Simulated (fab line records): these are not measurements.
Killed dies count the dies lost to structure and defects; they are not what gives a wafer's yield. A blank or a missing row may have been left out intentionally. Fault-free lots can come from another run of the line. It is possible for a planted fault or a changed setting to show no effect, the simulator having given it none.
fab line records | flow sky130 | part 1 of 2: steps 1 to 27 of 38
record lots=5 wafers=15 last-day=50
route steps=708 shown METAL5@661 PASSIVATION@681 PAD_OPEN@694
lots that met no fault: taken from a fault-free run of the same line
start-h: the number of hours between the record's first day and the start of the first shown wafer of the lot | wait-h: how many hours have passed since the lot's step before this one | " as in the row above | L1.1+2: several wafers, shown together as one row | - no value present, or no start provided | * or withheld: withheld | < > ~ a bound
route shown NAME@n: NAME is a module with steps in the file, n the number in the route of the first one | usual: mean/standard deviation taken from wafers without a fault | same: alike in all rows | chamber/n: place in a boat | sites: each site's reading | _std_site: the values' standard deviation | _edge_site: mean of outer sites minus mean of inner sites | radius-mm: how far each site lies from the wafer's centre | mask NAME#n: copy n | behind: tool/chamber where the wafer was last shaped | hold: why the lot was held/for how many hours/how that ended | device: whichever transistor did not switch (one of n, p or np) | end of line: the tests these same wafers got at the end of their route | a step with no rows: only its recipe | killed: count of dies lost to structure and defects at first sort (not the wafer's yield) | map: dies across one wafer; x = killed, . = not, _ = none there
set.NAME: the run value of the setting; set.NAME@STEP: its run value at that earlier step | model.NAME: the simulator's own value behind a step, which no gauge read
certain route steps with their lots: each step a table, each wafer a row
services: a tool's chamber out of use, with start hour (start-h, from the record's first day; less than 0 if before it), hours out, and reason
## steps
# step SKY_METAL5_SPUTTER_00
# recipe material=Ti target-thk-nm=15 power-w=3000 time-s=10 chamber-pressure-pa=0.4
# usual chamber-pressure-pa=0.4000/0.0008 throttle-valve-pct=29.9/0.96
# columns lot.wafer tool chamber start-h wait-h chamber-pressure-pa throttle-valve-pct
L083.1 pvd-sputter-01 - 1064.27 0.1 0.4022 30.0
L083.4 " - " " 0.3993 28.2
L083.6 " - " " 0.4001 28.0
L092.2 pvd-sputter-02 - 1123.66 0.1 0.4017 30.3
L092.3 " - " " 0.3993 29.9
L092.5 " - " " 0.3999 28.8
L091.1 pvd-sputter-02 - 1126.44 0.1 0.3985 30.6
L091.4 " - " " 0.3996 30.1
L091.6 " - " " 0.3998 28.9
L096.1 pvd-sputter-02 - 1141.99 0.2 0.4011 31.1
L096.4 " - " " 0.3995 30.4
L096.5 " - " " 0.3994 28.8
L097.4 pvd-sputter-02 - 1147.44 0.1 0.4004 29.9
L097.5 " - " " 0.4000 29.0
L097.6 " - " " 0.4011 29.8
# step SKY_METAL5_SPUTTER_01
# recipe material=TiN target-thk-nm=20 power-w=6500 time-s=16.7 chamber-pressure-pa=0.4
# usual chamber-pressure-pa=0.4000/0.00092 throttle-valve-pct=29.9/0.96
# columns lot.wafer tool chamber start-h wait-h chamber-pressure-pa throttle-valve-pct
L083.1 pvd-sputter-01 - 1064.29 0.0 0.3987 29.7
L083.4 " - " " 0.4010 28.1
L083.6 " - " " 0.3998 28.1
L092.2 pvd-sputter-02 - 1123.68 0.0 0.3994 30.4
L092.3 " - " " 0.3988 29.7
L092.5 " - " " 0.4003 28.7
L091.1 pvd-sputter-02 - 1126.46 0.0 0.3995 30.5
L091.4 " - " " 0.4001 29.6
L091.6 " - " " 0.4010 28.8
L096.1 pvd-sputter-02 - 1142.01 0.0 0.3999 31.1
L096.4 " - " " 0.3983 30.4
L096.5 " - " " 0.4001 29.0
L097.4 pvd-sputter-02 - 1147.46 0.0 0.3986 29.8
L097.5 " - " " 0.3998 28.9
L097.6 " - " " 0.3995 29.8
# step SKY_METAL5_SPUTTER_02
# recipe material=AlCu target-thk-nm=1150 power-w=10600 time-s=61.2 chamber-pressure-pa=0.4
# usual chamber-pressure-pa=0.4000/0.00091 throttle-valve-pct=29.9/0.96
# columns lot.wafer tool chamber start-h wait-h chamber-pressure-pa throttle-valve-pct
L083.1 pvd-sputter-01 - 1064.32 0.0 0.4003 29.7
L083.4 " - " " 0.3989 27.9
L083.6 " - " " 0.3995 28.2
L092.2 pvd-sputter-02 - 1123.71 0.0 0.3988 30.4
L092.3 " - " " 0.4005 29.8
L092.5 " - " " 0.4013 28.7
L091.1 pvd-sputter-02 - 1126.49 0.0 0.3986 30.3
L091.4 " - " " 0.4005 29.9
L091.6 " - " " 0.3993 28.8
L096.1 pvd-sputter-02 - 1142.04 0.0 0.4012 31.3
L096.4 " - " " 0.3991 30.4
L096.5 " - " " 0.3999 28.8
L097.4 pvd-sputter-02 - 1147.49 0.0 0.4013 30.0
L097.5 " - " " 0.4001 28.8
L097.6 " - " " 0.4000 29.8
# step SKY_METAL5_SPUTTER_03
# recipe material=Ti target-thk-nm=5 power-w=3000 time-s=3.3 chamber-pressure-pa=0.4
# usual chamber-pressure-pa=0.4000/0.00084 throttle-valve-pct=29.9/0.94
# columns lot.wafer tool chamber start-h wait-h chamber-pressure-pa throttle-valve-pct
L083.1 pvd-sputter-01 - 1064.37 0.0 0.4000 30.0
L083.4 " - " " 0.4004 27.9
L083.6 " - " " 0.4010 28.2
L092.2 pvd-sputter-02 - 1123.76 0.0 0.4010 30.3
L092.3 " - " " 0.4008 29.6
L092.5 " - " " 0.3996 29.0
L091.1 pvd-sputter-02 - 1126.54 0.0 0.3996 30.4
L091.4 " - " " 0.4001 29.7
L091.6 " - " " 0.3985 29.0
L096.1 pvd-sputter-02 - 1142.09 0.0 0.3986 31.0
L096.4 " - " " 0.4001 30.3
L096.5 " - " " 0.3993 29.0
L097.4 pvd-sputter-02 - 1147.54 0.0 0.3998 29.8
L097.5 " - " " 0.3986 28.8
L097.6 " - " " 0.3992 29.7
# step SKY_METAL5_SPUTTER_04
# recipe material=TiN target-thk-nm=70 power-w=6500 time-s=58.3 chamber-pressure-pa=0.4
# usual chamber-pressure-pa=0.4001/0.00083 throttle-valve-pct=29.9/0.97
# columns lot.wafer tool chamber start-h wait-h chamber-pressure-pa throttle-valve-pct
L083.1 pvd-sputter-01 - 1064.39 0.0 0.3999 29.6
L083.4 " - " " 0.3995 27.9
L083.6 " - " " 0.3995 28.2
L092.2 pvd-sputter-02 - 1123.78 0.0 0.4015 30.5
L092.3 " - " " 0.4003 29.7
L092.5 " - " " 0.4004 28.8
L091.1 pvd-sputter-02 - 1126.56 0.0 0.4013 30.6
L091.4 " - " " 0.4006 29.9
L091.6 " - " " 0.4007 28.8
L096.1 pvd-sputter-02 - 1142.11 0.0 0.4003 31.3
L096.4 " - " " 0.3986 30.3
L096.5 " - " " 0.4007 29.1
L097.4 pvd-sputter-02 - 1147.56 0.0 0.3985 29.7
L097.5 " - " " 0.3995 28.7
L097.6 " - " " 0.4005 29.6
# step SKY_METAL5_RS_MEAS_05
# recipe thk-meas-gauge=four-point-probe reads=TiN_of_METAL5_SPUTTER_04+Ti_of_METAL5_SPUTTER_03+AlCu_of_METAL5_SPUTTER_02+TiN_of_METAL5_SPUTTER_01+Ti_of_METAL5_SPUTTER_00
# usual METAL5_ALCU_RS=0.02704/0.00025
# columns lot.wafer tool chamber start-h wait-h METAL5_ALCU_RS[ohm/sq]
L083.1 film-metro-04 - 1064.43 0.0 0.02694
L083.4 " - " " 0.02706
L083.6 " - " " 0.02679
L092.2 film-metro-04 - 1123.85 0.0 0.02692
L092.3 " - " " 0.02709
L092.5 " - " " 0.02673
L091.1 film-metro-03 - 1126.61 0.0 0.02717
L091.4 " - " " 0.02719
L091.6 " - " " 0.02704
L096.1 film-metro-03 - 1142.16 0.0 0.02684
L096.4 " - " " 0.02695
L096.5 " - " " 0.02708
L097.4 film-metro-01 - 1147.67 0.1 0.02678
L097.5 " - " " 0.02679
L097.6 " - " " 0.0268
# step SKY_METAL5_THK_MEAS_06
# recipe thk-meas-gauge=xrf reads=AlCu_of_METAL5_SPUTTER_02
# usual METAL5_ALCU_THK=1127/12
# columns lot.wafer tool chamber start-h wait-h METAL5_ALCU_THK[nm]
L083.1 film-metro-04 - 1064.55 0.1 1141
L083.4 " - " " 1140
L083.6 " - " " 1145
L092.2 film-metro-04 - 1123.96 0.1 1140
L092.3 " - " " 1137
L092.5 " - " " 1160
L091.1 film-metro-03 - 1126.73 0.1 1108
L091.4 " - " " 1110
L091.6 " - " " 1120
L096.1 film-metro-03 - 1142.28 0.1 1134
L096.4 " - " " 1128
L096.5 " - " " 1119
L097.4 film-metro-01 - 1147.76 0.1 1152
L097.5 " - " " 1142
L097.6 " - " " 1139
# step SKY_METAL5_DEHYDRATE_07
# recipe temp-c=200 time-s=60
# columns lot.wafer tool chamber start-h wait-h
L083.1+4+6 litho-track-04 0 1074.35 9.8
L092.2+3+5 litho-track-04 0 1132.37 8.4
L091.1+4+6 litho-track-01 0 1135.70 9.0
L096.1+4+5 litho-track-03 0 1149.79 7.5
L097.4+5+6 litho-track-04 0 1155.72 8.0
# step SKY_METAL5_HMDS_08
# recipe prime-time-s=60 prime-temp-c=120
# columns lot.wafer tool chamber start-h wait-h
L083.1+4+6 litho-track-04 0 1074.50 0.1
L092.2+3+5 litho-track-04 0 1132.52 0.1
L091.1+4+6 litho-track-01 0 1135.85 0.1
L096.1+4+5 litho-track-03 0 1149.94 0.1
L097.4+5+6 litho-track-04 0 1155.87 0.1
# step SKY_METAL5_COAT_09
# recipe resist=NOVOLAK spin-rpm=3000 resist-thk-nm=1800
# usual dispense-pressure-kPa=51/4.3
# columns lot.wafer tool chamber start-h wait-h dispense-pressure-kPa
L083.1 litho-track-04 0 1074.65 0.1 45
L083.4 " 0 " " 45
L083.6 " 0 " " 45
L092.2 litho-track-04 0 1132.67 0.1 45
L092.3 " 0 " " 45
L092.5 " 0 " " 45
L091.1 litho-track-01 0 1136.00 0.1 50
L091.4 " 0 " " 50
L091.6 " 0 " " 50
L096.1 litho-track-03 0 1150.09 0.1 55
L096.4 " 0 " " 55
L096.5 " 0 " " 55
L097.4 litho-track-04 0 1156.02 0.1 45
L097.5 " 0 " " 45
L097.6 " 0 " " 45
# step SKY_METAL5_SOFTBAKE_10
# recipe temp-c=90 time-s=60 resist=NOVOLAK
# columns lot.wafer tool chamber start-h wait-h
L083.1+4+6 litho-track-04 0 1074.80 0.1
L092.2+3+5 litho-track-04 0 1132.82 0.1
L091.1+4+6 litho-track-01 0 1136.15 0.1
L096.1+4+5 litho-track-03 0 1150.24 0.1
L097.4+5+6 litho-track-04 0 1156.17 0.1
# step SKY_METAL5_EXPOSE_11
# recipe mask-id=MM5 na=0.6 source-shape=conventional sigma-outer=0.6 polarization=unpolarized target-cd-nm=1600 dose-mj=190
# usual exposure-dose-mJ-cm2=189.98/0.18
# columns lot.wafer tool chamber start-h wait-h mask exposure-dose-mJ-cm2
L083.1 iline-stepper-01 0 - - MM5#0 190.10
L083.4 " 0 " " MM5#0 190.04
L083.6 " 0 " " MM5#0 189.99
L092.2 iline-stepper-01 0 - - MM5#0 190.23
L092.3 " 0 " " MM5#0 190.18
L092.5 " 0 " " MM5#0 190.11
L091.1 iline-stepper-01 0 - - MM5#0 189.98
L091.4 " 0 " " MM5#0 189.76
L091.6 " 0 " " MM5#0 189.67
L096.1 iline-stepper-02 0 - - MM5#0 189.63
L096.4 " 0 " " MM5#0 189.86
L096.5 " 0 " " MM5#0 189.89
L097.4 iline-stepper-02 0 - - MM5#0 189.80
L097.5 " 0 " " MM5#0 189.76
L097.6 " 0 " " MM5#0 189.84
# step SKY_METAL5_PEB_12
# recipe temp-c=withheld time-s=* resist=NOVOLAK
# columns lot.wafer tool chamber start-h wait-h
L083.1+4+6 litho-track-01 0 - -
L092.2+3+5 litho-track-04 0 - -
L091.1+4+6 litho-track-04 0 - -
L096.1+4+5 litho-track-03 0 - -
L097.4+5+6 litho-track-03 0 - -
# step SKY_METAL5_DEVELOP_13
# recipe resist=NOVOLAK developer=TMAH develop-time-s=60 dev-temp-c=23
# columns lot.wafer tool chamber start-h wait-h
L083.1+4+6 litho-track-01 0 1084.35 0.1
L092.2+3+5 litho-track-04 0 1143.12 0.1
L091.1+4+6 litho-track-04 0 1144.90 0.1
L096.1+4+5 litho-track-03 0 1159.29 0.1
L097.4+5+6 litho-track-03 0 1165.11 0.1
# step SKY_METAL5_DESCUM_14
# recipe chemistry=O2 source-power-w=150 bias-power-w=0 pressure-mtorr=10 temp-c=40 time-s=11
# usual drypump-motor-current-A=5.8/0.51 he-backside-leak-sccm=3.4/0.31 oes-product-au=0.999/0.0085
# columns lot.wafer tool chamber start-h wait-h drypump-motor-current-A he-backside-leak-sccm oes-product-au rf-hours-counter-h
L083.1 rie-metal-01 1 1084.50 0.1 4.9 3.7 0.999 18
L083.4 " 1 " " 4.9 3.8 0.993 -
L083.6 " 0 " " 5.7 3.4 0.992 -
L092.2 rie-metal-02 1 1143.25 0.1 5.7 3.5 1.000 19
L092.3 " 1 " " 5.7 3.6 1.006 -
L092.5 " 1 " " 5.7 3.4 1.010 -
L091.1 rie-metal-02 0 1145.05 0.1 5.7 3.3 0.995 26
L091.4 " 1 " " 5.7 3.3 0.994 -
L091.6 " 0 " " 5.7 3.3 1.000 -
L096.1 rie-metal-01 1 1159.44 0.1 5.0 3.7 1.003 24
L096.4 " 1 " " 4.9 3.8 1.000 -
L096.5 " 1 " " 4.9 3.8 1.001 -
L097.4 rie-metal-03 1 1165.20 0.1 6.6 3.0 1.003 -
L097.5 " 0 " " 5.7 3.4 0.999 -
L097.6 " 1 " " 6.6 3.2 1.003 -
# step SKY_METAL5_METAL_ETCH_15
# recipe target-depth-a=12600 stop-on=SiO2 over-etch-frac=0.2 time-s=252 chemistry=Cl2/BCl3 resist-sidewall-deg=86 pressure-mtorr=10 icp-w=900 bias-w=48.5 Cl2_flow_sccm=60 bcl3-flow-sccm=30
# usual bias-w=48.49/0.15 drypump-motor-current-A=5.8/0.51 he-backside-leak-sccm=3.38/0.29 oes-product-au=0.893/0.0047 throttle-valve-pct=22.265/0.0099
# columns lot.wafer tool chamber start-h wait-h bias-w drypump-motor-current-A he-backside-leak-sccm oes-product-au rf-hours-counter-h throttle-valve-pct
L083.1 rie-metal-01 1 1084.54 0.0 48.35 4.9 3.52 0.905 18 22.241
L083.4 " 1 " " 48.59 5.0 3.49 0.897 - 22.268
L083.6 " 0 " " 48.32 5.7 3.59 0.889 - 22.259
L092.2 rie-metal-02 1 1143.28 0.0 48.34 5.7 3.30 0.892 19 22.272
L092.3 " 1 " " 48.52 5.7 3.30 0.895 - 22.259
L092.5 " 1 " " 48.42 5.7 3.25 0.892 - 22.259
L091.1 rie-metal-02 0 1145.08 0.0 48.53 5.7 3.50 0.884 26 22.252
L091.4 " 1 " " 48.43 5.7 3.33 0.894 - 22.263
L091.6 " 0 " " 48.40 5.7 3.41 0.892 - 22.279
L096.1 rie-metal-01 1 1159.47 0.0 48.86 5.0 3.63 0.896 24 22.250
L096.4 " 1 " " 48.76 4.9 3.61 0.894 - 22.263
L096.5 " 1 " " 48.60 5.0 3.48 0.896 - 22.265
L097.4 rie-metal-03 1 1165.30 0.1 48.49 6.6 3.12 0.890 - 22.261
L097.5 " 0 " " 48.06 5.7 3.34 0.893 - 22.265
L097.6 " 1 " " 48.39 6.6 3.06 0.891 - 22.248
# step SKY_METAL5_STRIP_16
# recipe chemistry=O2/N2 power-w=1400 pressure-mtorr=1500 platen-temp-c=withheld o2-flow-sccm=3000 n2-flow-sccm=300 overash-fraction=0.5
# usual drypump-motor-current-A=5.7/0.53 oes-product-au=0.710/0.004 strip-time-to-endpoint-s=13.09/0.095
# columns lot.wafer tool chamber start-h wait-h drypump-motor-current-A oes-product-au rf-hours-counter-h strip-time-to-endpoint-s
L083.1 plasma-asher-01 0 1084.77 0.2 4.9 0.710 64 13.05
L083.4 " 1 " " 6.4 0.714 - 13.06
L083.6 " 1 " " 6.3 0.707 - 13.15
L092.2 plasma-asher-04 0 1143.52 0.2 6.4 0.713 7 13.12
L092.3 " 1 " " 5.5 0.710 - 13.09
L092.5 " 1 " " 5.4 0.713 - 13.17
L091.1 plasma-asher-04 1 1145.32 0.2 5.4 0.721 8 12.99
L091.4 " 0 " " 6.4 0.716 - 13.09
L091.6 " 1 " " 5.4 0.709 - 13.04
L096.1 plasma-asher-04 1 1159.70 0.2 5.5 0.710 9 13.04
L096.4 " 1 " " 5.5 0.712 - 13.17
L096.5 " 1 " " 5.5 0.708 - 13.10
L097.4 plasma-asher-04 1 1165.49 0.1 5.5 0.711 - 13.18
L097.5 " 1 " " 5.5 0.715 - 13.23
L097.6 " 0 " " 6.4 0.711 - 13.26
# step SKY_METAL5_STRIP_17
# recipe chemistry=post-etch-residue-remover time-s=1200 temp-c=72.5
# columns lot.wafer tool chamber start-h wait-h
L083.1+4+6 wet-bench-02 2 1084.87 0.1
L092.2+3+5 wet-bench-04 1 1143.62 0.1
L091.1+4+6 wet-bench-04 3 1145.48 0.1
L096.1+4+5 wet-bench-03 3 1159.80 0.1
L097.4+5+6 wet-bench-03 1 1165.55 0.0
# step SKY_METAL5_CLEAN_18
# recipe chemistry=IPA time-s=180 temp-c=25
# columns lot.wafer tool chamber start-h wait-h
L083.1+4+6 wet-bench-04 3 1085.21 0.0
L092.2+3+5 wet-bench-03 0 1144.02 0.0
L091.1+4+6 wet-bench-02 0 1145.89 0.0
L096.1+4+5 wet-bench-02 0 1160.21 0.0
L097.4+5+6 wet-bench-04 3 1165.96 0.0
# step SKY_METAL5_CLEAN_19
# recipe chemistry=O3/DIW dry=n2-spin
# columns lot.wafer tool chamber start-h wait-h
L083.1+4+6 wet-bench-02 3 1085.27 0.0
L092.2+3+5 wet-bench-04 3 1144.08 0.0
L091.1+4+6 wet-bench-04 2 1145.94 0.0
L096.1+4+5 wet-bench-03 1 1160.27 0.0
L097.4+5+6 wet-bench-04 0 1166.02 0.0
# step SKY_PASSIVATION_CVD_00
# recipe material=SiO2 target-thk-nm=90 temp-c=400 time-s=withheld rf-w=600
# usual heater-power-w=626/100
# columns lot.wafer tool chamber start-h wait-h heater-power-w
L083.1 pecvd-01 0 1085.36 0.0 687
L083.4 " 0 " " 686
L083.6 " 2 " " 801
L092.2 pecvd-02 1 1144.19 0.0 615
L092.3 " 2 " " 649
L092.5 " 1 " " 616
L091.1 pecvd-02 2 1146.05 0.0 695
L091.4 " 0 " " 503
L091.6 " 1 " " 574
L096.1 pecvd-04 2 1160.38 0.0 616
L096.4 " 2 " " 636
L096.5 " 0 " " 581
L097.4 pecvd-04 0 1166.12 0.0 513
L097.5 " 1 " " 465
L097.6 " 2 " " 549
# step SKY_PASSIVATION_THK_MEAS_01
# recipe reads=SiO2_of_PASSIVATION_CVD_00
# usual PASSIVATION_CVD_00_THK=89.9/1.2
# columns lot.wafer tool chamber start-h wait-h PASSIVATION_CVD_00_THK[nm]
L083.1 film-metro-01 - 1085.38 - 89.2
L083.4 " - " " 90.5
L083.6 " - " " 90.3
L092.2 film-metro-01 - 1144.22 - 91.0
L092.3 " - " " 90.8
L092.5 " - " " 92.2
L091.1 film-metro-03 - 1146.08 - 90.8
L091.4 " - " " 92.5
L091.6 " - " " 92.6
L096.1 film-metro-03 - 1160.40 - 88.6
L096.4 " - " " 89.7
L096.5 " - " " 90.8
L097.4 film-metro-01 - 1166.16 - 89.6
L097.5 " - " " 89.5
L097.6 " - " " 89.4
# step SKY_PASSIVATION_CVD_02
# recipe material=Si3N4 target-thk-nm=540 temp-c=400 time-s=withheld rf-w=450
# usual heater-power-w=682/110
# columns lot.wafer tool chamber start-h wait-h heater-power-w
L083.1 pecvd-04 2 1085.44 0.1 753
L083.4 " 2 " " 597
L083.6 " 1 " " 607
L092.2 pecvd-04 1 1144.27 0.0 547
L092.3 " 0 " " 572
L092.5 " 0 " " 612
L091.1 pecvd-04 2 1146.14 0.1 753
L091.4 " 0 " " 620
L091.6 " 2 " " 582
L096.1 pecvd-01 2 1160.46 0.1 764
L096.4 " 2 " " 818
L096.5 " 0 " " 729
L097.4 pecvd-01 2 1166.30 0.1 783
L097.5 " 0 " " 762
L097.6 " 1 " " 765
# step SKY_PASSIVATION_THK_MEAS_03
# recipe reads=Si3N4_of_PASSIVATION_CVD_02
# usual PASSIVATION_CVD_02_THK=539/6.6
# columns lot.wafer tool chamber start-h wait-h PASSIVATION_CVD_02_THK[nm]
L083.1 film-metro-01 - 1085.67 - 538
L083.4 " - " " 538
L083.6 " - " " 544
L092.2 film-metro-03 - 1144.51 - 536
L092.3 " - " " 534
L092.5 " - " " 540
L091.1 film-metro-03 - 1146.36 - 535
L091.4 " - " " 538
L091.6 " - " " 552
L096.1 film-metro-02 - 1160.69 - 532
L096.4 " - " " 534
L096.5 " - " " 544
L097.4 film-metro-03 - 1166.45 - 546
L097.5 " - " " 550
L097.6 " - " " 546
# step SKY_PASSIVATION_DEHYDRATE_04
# recipe temp-c=200 time-s=60
# columns lot.wafer tool chamber start-h wait-h
L083.1+4+6 litho-track-02 0 1095.83 10.1
L092.2+3+5 litho-track-03 0 1151.81 7.3
L091.1+4+6 litho-track-02 0 1153.68 7.3
L096.1+4+5 litho-track-03 0 1168.19 7.5
L097.4+5+6 litho-track-01 0 1174.33 7.9
# step SKY_PASSIVATION_HMDS_05
# recipe prime-time-s=60 prime-temp-c=120
# columns lot.wafer tool chamber start-h wait-h
L083.1+4+6 litho-track-02 0 1095.98 0.1
L092.2+3+5 litho-track-03 0 1151.96 0.1
L091.1+4+6 litho-track-02 0 1153.83 0.1
L096.1+4+5 litho-track-03 0 1168.34 0.1
L097.4+5+6 litho-track-01 0 1174.48 0.1
# step SKY_PASSIVATION_COAT_06
# recipe spin-rpm=2000 resist-thk-nm=3000
# usual dispense-pressure-kPa=53.2/2
# columns lot.wafer tool chamber start-h wait-h dispense-pressure-kPa
L083.1 litho-track-02 0 1096.13 0.1 52.2
L083.4 " 0 " " 52.2
L083.6 " 0 " " 52.2
L092.2 litho-track-03 0 1152.11 0.1 55.4
L092.3 " 0 " " 55.4
L092.5 " 0 " " 55.4
L091.1 litho-track-02 0 1153.98 0.1 52.2
L091.4 " 0 " " 52.2
L091.6 " 0 " " 52.2
L096.1 litho-track-03 0 1168.49 0.1 55.4
L096.4 " 0 " " 55.4
L096.5 " 0 " " 55.4
L097.4 litho-track-01 0 1174.63 0.1 50.4
L097.5 " 0 " " 50.4
L097.6 " 0 " " 50.4
